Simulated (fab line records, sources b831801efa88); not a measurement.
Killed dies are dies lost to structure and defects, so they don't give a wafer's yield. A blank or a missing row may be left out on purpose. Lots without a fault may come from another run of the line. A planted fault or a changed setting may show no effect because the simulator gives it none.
A struck lot beside a sound one | flow sky130 | 14 steps out of a route of 708
Sound: wafers L937.2, L937.3, L937.4. Struck: wafers L933.1, L933.2, L933.5. The cause comes at the end.
At each step with rows: each side's tool, then ch and its chambers, then its first start. Under that, the readings that differ: sound wafers | struck wafers | difference of the means | sigmas: that difference in standard deviations of wafers without a fault.
alike: readings whose means differ by less than 2 such deviations, and words and numbers that are the same on both sides. not compared: withheld readings, readings that some wafer has no value for, bounds like >300 that may hide the same value, and numbers for which the record gives no deviation and whose values overlap.
The two part at a step that has a row with sigmas, a row that says differs or no value, or rows on one side only. Numbers that don't overlap but have no deviation are shown without sigmas and don't part them. A reading that every wafer of one side lacks parts them only if that side has two wafers or more.

first, 8 steps without rows for these wafers: SKY_VIA3_DEHYDRATE_04 (time 60 s); SKY_VIA3_HMDS_05 (prime time 60 s); SKY_VIA3_COAT_06 (resist thk 60 nm); SKY_VIA3_COAT_07 (resist thk 450 nm); SKY_VIA3_SOFTBAKE_08 (time 90 s); SKY_VIA3_EXPOSE_09 (exposes mask VIM3, target cd 200 nm); SKY_VIA3_PEB_10; SKY_VIA3_DEVELOP_11 (develop time 60 s).
SKY_VIA3_CD_MEAS_12: target cd 200 nm.
  sound on cd_sem-01, day 43 20:37; struck on cd_sem-02, day 42 22:02
  alike: cd_nm
SKY_VIA3_OVL_MEAS_13:
  sound on overlay-01, day 43 20:43; struck on overlay-01, day 42 22:10
  reading       | sound    | struck  | difference | sigmas
  VIA3_OVL (nm) | -6 -1 -4 | 13 12 9 | +15        | +3
SKY_VIA3_ETCH_14: etches BARC in N2/H2, stops on SiO2, time 45.9 s, target depth 60 nm.
  sound on rie_diel-02 ch 0,2, day 43 20:45; struck on rie_diel-03 ch 0,3, day 42 22:12
  reading            | sound             | struck            | difference | sigmas
  rf_fwd_power_W (W) | 494.0 493.3 492.3 | 499.1 498.3 495.8 | +4.5       | +3
  alike: drypump_motor_current_A, oes_product_au, throttle_valve_pct
  not compared: rf_hours_counter_h
SKY_VIA3_ETCH_15: etches SiO2 in C4F8/O2/Ar, stops on TiN, target depth 507 nm, time 78 s.
  sound on rie_diel-02 ch 0,2, day 43 20:47; struck on rie_diel-03 ch 0,3, day 42 22:14
  alike: oes_product_au, rf_fwd_power_W
  not compared: rf_hours_counter_h
SKY_VIA3_STRIP_16: strips in O2/N2.
  sound on plasma_asher-01 ch 0,1, day 43 20:51; struck on plasma_asher-01 ch 0,1, day 42 22:18
  no value came back on the struck wafers for chamber_pressure_mTorr (mTorr), drypump_motor_current_A (A), oes_product_au (a.u.), strip_time_to_endpoint_s (s); on the sound wafers chamber_pressure_mTorr (mTorr) reads 1497.9 1501.3 1499.4
  reading                                     | sound | struck            | difference | sigmas
  model.KrF-thick_of_VIA3_COAT_07.thk_nm (nm) | 0 0 0 | 293.2 293.6 293.2 | +293.3     |
  not compared: rf_hours_counter_h
then, 1 step without rows for these wafers: SKY_VIA3_STRIP_17 (strips in post etch residue remover, time 1200 s).

WHERE THEY PART
First at SKY_VIA3_OVL_MEAS_13; last, within this record, at SKY_VIA3_STRIP_16.

WHY: what the simulator had put in
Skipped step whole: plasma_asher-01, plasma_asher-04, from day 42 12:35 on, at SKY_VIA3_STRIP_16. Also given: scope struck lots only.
